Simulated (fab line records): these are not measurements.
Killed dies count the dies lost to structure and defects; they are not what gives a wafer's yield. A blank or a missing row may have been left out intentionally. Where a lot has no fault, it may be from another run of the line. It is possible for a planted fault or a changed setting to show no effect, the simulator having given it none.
fab line records ; flow sky130 ; part 2 of 2: steps 24 to 32 of 32
record: lots: 5; wafers: 15; last-day: 49
route steps=708 shown LOCAL_INTERCONNECT@395 CONTACT@406
lots that met no fault: from a run of the same line without faults
start-h: start of the lot's first displayed wafer, in hours after the record's first day ; wait-h: hours since the lot's step before ; " the same as in the row above ; L1.1+2: several wafers, shown together as one row ; - no value, or no start given ; * or withheld: withheld ; < > ~ a bound
route shown NAME@n: a module of which the file shows steps, and the number in the route of the first ; usual: mean/standard deviation taken from wafers without a fault ; same: alike in all rows ; chamber/n: place in a boat ; sites: readings site by site ; _std_site: their standard deviation ; _edge_site: the outer-site mean with the inner-site mean subtracted ; radius-mm: for every site, how far away it sits from the centre of the wafer ; mask NAME#n: copy n ; behind: the last tool/chamber to shape the wafer ; hold: what put the lot on hold/how long, in hours/how the hold closed ; device: whichever transistor did not switch (one of n, p or np) ; end of line: the same wafers' tests at the end of the route ; a step with no rows: only its recipe ; killed: count of dies lost to structure and defects at first sort (not the wafer's yield) ; map: a wafer's dies, x killed, . not, _ none there
set.NAME: the run value of the setting; set.NAME@STEP: its run value at that earlier step ; model.NAME: the simulator's own value behind a step, which no gauge read
lots at selected steps of the route; one table per step, one row per wafer
services: the hour from which a tool's chamber was out of use, counted from the record's first day as start-h (under 0 if before that day), plus the number of hours and why
== steps ==
step: SKY_CONTACT_PEB_12
recipe: peb-temp-c: withheld; peb-time-s: withheld; resist: KrF-thick
usual: chill-plate-temp-C: *; exhaust-pa: 44.9/0.92
lot.wafer;tool;chamber;start-h;wait-h;chill-plate-temp-C;exhaust-pa
L088.1;litho-track-01;0;-;-;*;46.9
L088.3;litho-track-01;0;-;-;*;45.9
L088.6;litho-track-01;0;-;-;*;45.5
L090.1;litho-track-02;0;-;-;*;46.0
L090.2;litho-track-02;0;-;-;*;45.4
L090.4;litho-track-02;0;-;-;*;43.9
L091.1;litho-track-03;0;-;-;*;45.4
L091.3;litho-track-03;0;-;-;*;45.7
L091.5;litho-track-03;0;-;-;*;44.5
L094.1;litho-track-03;0;-;-;*;45.0
L094.2;litho-track-03;0;-;-;*;45.1
L094.3;litho-track-03;0;-;-;*;46.9
L095.1;litho-track-01;0;-;-;*;45.0
L095.2;litho-track-01;0;-;-;*;45.4
L095.4;litho-track-01;0;-;-;*;45.3
step: SKY_CONTACT_DEVELOP_13
recipe: develop-time-s: 60; resist: KrF-thick; dev-temp-c: 21
usual: chill-plate-temp-C: 23.00/0.11; exhaust-pa: 44.9/0.85
lot.wafer;tool;chamber;start-h;wait-h;chill-plate-temp-C;exhaust-pa
L088.1;litho-track-01;0;-;-;22.85;43.9
L088.3;litho-track-01;0;-;-;23.00;45.0
L088.6;litho-track-01;0;-;-;22.98;45.9
L090.1;litho-track-02;0;-;-;23.16;44.3
L090.2;litho-track-02;0;-;-;22.96;44.5
L090.4;litho-track-02;0;-;-;22.94;45.7
L091.1;litho-track-03;0;-;-;23.05;45.7
L091.3;litho-track-03;0;-;-;23.17;44.7
L091.5;litho-track-03;0;-;-;23.10;46.4
L094.1;litho-track-03;0;-;-;22.78;45.1
L094.2;litho-track-03;0;-;-;22.89;43.8
L094.3;litho-track-03;0;-;-;22.88;44.1
L095.1;litho-track-01;0;-;-;23.12;44.2
L095.2;litho-track-01;0;-;-;22.88;46.0
L095.4;litho-track-01;0;-;-;22.95;44.3
step: SKY_CONTACT_CD_MEAS_14
recipe: target-cd-nm: 170
usual: cd-nm: 170.0/1.4
lot.wafer;tool;chamber;start-h;wait-h;cd-nm
L088.1;cd-sem-02;-;845.98;-;172.2
L088.3;cd-sem-02;-;845.98;-;170.7
L088.6;cd-sem-02;-;845.98;-;168.8
L090.1;cd-sem-02;-;859.01;-;168.9
L090.2;cd-sem-02;-;859.01;-;167.8
L090.4;cd-sem-02;-;859.01;-;169.4
L091.1;cd-sem-01;-;860.90;-;167.8
L091.3;cd-sem-01;-;860.90;-;167.5
L091.5;cd-sem-01;-;860.90;-;169.1
L094.1;cd-sem-02;-;890.00;-;169.1
L094.2;cd-sem-02;-;890.00;-;168.5
L094.3;cd-sem-02;-;890.00;-;169.6
L095.1;cd-sem-01;-;891.23;-;169.6
L095.2;cd-sem-01;-;891.23;-;171.0
L095.4;cd-sem-01;-;891.23;-;170.2
step: SKY_CONTACT_OVL_MEAS_15
usual: CONTACT_OVL: -3/6.3
lot.wafer;tool;chamber;start-h;wait-h;CONTACT_OVL[nm]
L088.1;overlay-02;-;846.10;0.1;-6
L088.3;overlay-02;-;846.10;0.1;-2
L088.6;overlay-02;-;846.10;0.1;-5
L090.1;overlay-01;-;859.13;0.1;-3
L090.2;overlay-01;-;859.13;0.1;-3
L090.4;overlay-01;-;859.13;0.1;-3
L091.1;overlay-01;-;861.02;0.1;-9
L091.3;overlay-01;-;861.02;0.1;-4
L091.5;overlay-01;-;861.02;0.1;-3
L094.1;overlay-02;-;890.12;0.1;-3
L094.2;overlay-02;-;890.12;0.1;7
L094.3;overlay-02;-;890.12;0.1;-2
L095.1;overlay-01;-;891.35;0.1;-7
L095.2;overlay-01;-;891.35;0.1;1
L095.4;overlay-01;-;891.35;0.1;0
step: SKY_CONTACT_ETCH_16
recipe: chemistry: N2/H2; target: BARC; ion-energy-ev: 200; source-w: 500; bias-w: 100; pressure-mtorr: 30; n2-flow-sccm: 100; h2-flow-sccm: 200; stop-on: SiO2; time-s: 45.9; target-depth-a: 600
usual: drypump-motor-current-A: 5.9/0.43; oes-product-au: 0.855/0.0046; throttle-valve-pct: 13.225/0.0083
lot.wafer;tool;chamber;start-h;wait-h;drypump-motor-current-A;oes-product-au;rf-hours-counter-h;throttle-valve-pct
L088.1;rie-diel-01;0;846.13;0.0;5.4;0.859;9;13.232
L088.3;rie-diel-01;1;846.13;0.0;6.2;0.852;7;13.238
L088.6;rie-diel-01;0;846.13;0.0;5.3;0.847;-;13.223
L090.1;rie-diel-04;2;859.17;0.0;5.6;0.849;8;13.237
L090.2;rie-diel-04;3;859.17;0.0;5.8;0.849;6;13.224
L090.4;rie-diel-04;1;859.17;0.0;6.3;0.851;5;13.213
L091.1;rie-diel-04;0;861.06;0.0;6.0;0.851;17;13.222
L091.3;rie-diel-04;2;861.06;0.0;5.6;0.857;8;13.246
L091.5;rie-diel-04;3;861.06;0.0;5.9;0.852;-;13.227
L094.1;rie-diel-02;2;890.16;0.0;6.7;0.857;20;13.224
L094.2;rie-diel-02;1;890.16;0.0;5.9;0.849;19;13.225
L094.3;rie-diel-02;0;890.16;0.0;6.1;0.857;3;13.230
L095.1;rie-diel-04;0;891.38;0.0;6.0;0.848;18;13.214
L095.2;rie-diel-04;1;891.38;0.0;6.3;0.856;6;13.226
L095.4;rie-diel-04;3;891.38;0.0;5.9;0.861;7;13.229
step: SKY_CONTACT_ETCH_17
recipe: target: SiO2; chemistry: C4F8/O2/Ar; stop-on: Si3N4; mask-material: KrF-thick; source-w: 1500; bias-w: 1200; pressure-mtorr: 40; c4f8-flow-sccm: withheld; O2_flow_sccm: 6; Ar_flow_sccm: 300; time-s: withheld; target-depth-a: 3400
usual: oes-product-au: 0.892/0.0049
lot.wafer;tool;chamber;start-h;wait-h;oes-product-au
L088.1;rie-diel-01;0;846.18;0.0;0.892
L088.3;rie-diel-01;1;846.18;0.0;0.891
L088.6;rie-diel-01;0;846.18;0.0;0.891
L090.1;rie-diel-04;2;859.21;0.0;0.894
L090.2;rie-diel-04;3;859.21;0.0;0.897
L090.4;rie-diel-04;1;859.21;0.0;0.892
L091.1;rie-diel-04;0;861.10;0.0;0.886
L091.3;rie-diel-04;2;861.10;0.0;0.897
L091.5;rie-diel-04;3;861.10;0.0;0.887
L094.1;rie-diel-02;2;890.20;0.0;0.895
L094.2;rie-diel-02;1;890.20;0.0;0.898
L094.3;rie-diel-02;0;890.20;0.0;0.879
L095.1;rie-diel-04;0;891.43;0.0;0.890
L095.2;rie-diel-04;1;891.43;0.0;0.890
L095.4;rie-diel-04;3;891.43;0.0;0.886
step: SKY_CONTACT_ETCH_18
recipe: target: Si3N4; chemistry: CHF3/O2; stop-on: TiN; source-w: 600; bias-w: 200; pressure-mtorr: 40; chf3-flow-sccm: 50; O2_flow_sccm: 5; time-s: 39; target-depth-a: 750
usual: drypump-motor-current-A: 5.9/0.43; oes-product-au: 0.856/0.0089; throttle-valve-pct: 8.794/0.0096
lot.wafer;tool;chamber;start-h;wait-h;drypump-motor-current-A;oes-product-au;rf-hours-counter-h;throttle-valve-pct
L088.1;rie-diel-01;0;-;-;5.3;0.852;9;8.783
L088.3;rie-diel-01;1;-;-;6.2;0.855;7;8.771
L088.6;rie-diel-01;0;-;-;5.3;0.860;-;8.788
L090.1;rie-diel-04;2;-;-;5.6;0.855;8;8.800
L090.2;rie-diel-04;3;-;-;5.9;0.850;6;8.776
L090.4;rie-diel-04;1;-;-;6.3;0.864;5;8.795
L091.1;rie-diel-04;0;-;-;6.0;0.847;17;8.799
L091.3;rie-diel-04;2;-;-;5.5;0.846;8;8.795
L091.5;rie-diel-04;3;-;-;5.9;0.855;-;8.805
L094.1;rie-diel-02;2;-;-;6.7;0.864;20;8.804
L094.2;rie-diel-02;1;-;-;5.9;0.846;19;8.791
L094.3;rie-diel-02;0;-;-;6.1;0.853;3;8.810
L095.1;rie-diel-04;0;-;-;6.0;0.854;18;8.784
L095.2;rie-diel-04;1;-;-;6.2;0.841;6;8.796
L095.4;rie-diel-04;3;-;-;5.8;0.858;7;8.799
step: SKY_CONTACT_STRIP_19
recipe: chemistry: O2/N2; power-w: 1400; pressure-mtorr: 1500; platen-temp-c: withheld; o2-flow-sccm: 3000; n2-flow-sccm: 300; overash-fraction: 0.5
usual: drypump-motor-current-A: 5.6/0.43; oes-product-au: 0.380/0.0043; strip-time-to-endpoint-s: 3.606/0.023
lot.wafer;tool;chamber;start-h;wait-h;drypump-motor-current-A;oes-product-au;rf-hours-counter-h;strip-time-to-endpoint-s
L088.1;plasma-asher-02;1;846.27;-;4.9;0.377;11;3.581
L088.3;plasma-asher-02;0;846.27;-;6.4;0.387;-;3.583
L088.6;plasma-asher-02;1;846.27;-;4.8;0.383;-;3.591
L090.1;plasma-asher-04;0;859.30;-;5.6;0.371;71;3.608
L090.2;plasma-asher-04;1;859.30;-;5.8;0.380;71;3.621
L090.4;plasma-asher-04;1;859.30;-;5.9;0.392;-;3.640
L091.1;plasma-asher-04;0;861.19;-;5.6;0.381;71;3.670
L091.3;plasma-asher-04;1;861.19;-;5.8;0.379;-;3.647
L091.5;plasma-asher-04;0;861.19;-;5.6;0.378;-;3.618
L094.1;plasma-asher-02;0;890.29;-;6.4;0.378;15;3.634
L094.2;plasma-asher-02;1;890.29;-;4.9;0.376;15;3.608
L094.3;plasma-asher-02;0;890.29;-;6.4;0.377;-;3.602
L095.1;plasma-asher-04;0;891.52;-;5.6;0.380;74;3.620
L095.2;plasma-asher-04;1;891.52;-;5.8;0.383;74;3.630
L095.4;plasma-asher-04;0;891.52;-;5.6;0.388;-;3.606
step: SKY_CONTACT_STRIP_20
recipe: chemistry: post-etch-residue-remover; time-s: 1200; temp-c: 72.5
lot.wafer;tool;chamber;start-h;wait-h
L088.1+3+6;wet-bench-04;3;846.37;0.1
L090.1+2+4;wet-bench-03;3;859.40;0.1
L091.1+3+5;wet-bench-04;1;861.29;0.1
L094.1+2+3;wet-bench-03;1;890.39;0.1
L095.1+2+4;wet-bench-01;0;891.62;0.1
== services ==
tool;chamber;start-h;hours;kind
cmp-02;-;781.79;1.9;repair
rie-metal-03;1;789.67;1.2;repair
cmp-02;-;792.16;1.1;repair
hdpcvd-02;0;801.01;1.7;repair
krf-scanner-01;-;813.50;2.5;repair
rie-diel-04;-;820.65;14.6;pm
krf-scanner-01;-;822.86;1.0;pm
krf-scanner-02;-;827.04;0.1;repair
cmp-02;-;828.03;1.5;repair
cmp-02;-;830.16;1.5;repair
pecvd-02;-;831.05;28.1;pm
rie-diel-02;1;835.82;3.7;repair
wet-bench-02;-;840.00;1.9;pm
rie-diel-04;3;840.41;8.5;repair
rie-diel-01;2;840.47;2.7;repair
rie-metal-03;-;847.04;1.2;repair
cmp-02;-;855.67;2.2;repair
wet-bench-01;-;861.04;2.9;repair
hdpcvd-01;-;861.23;2.8;pm
rie-diel-02;0;863.02;5.0;repair
pecvd-02;-;873.11;1.5;repair
hdpcvd-01;2;878.90;10.9;repair
krf-scanner-02;0;879.09;-;calibration
krf-scanner-02;-;890.88;3.6;pm
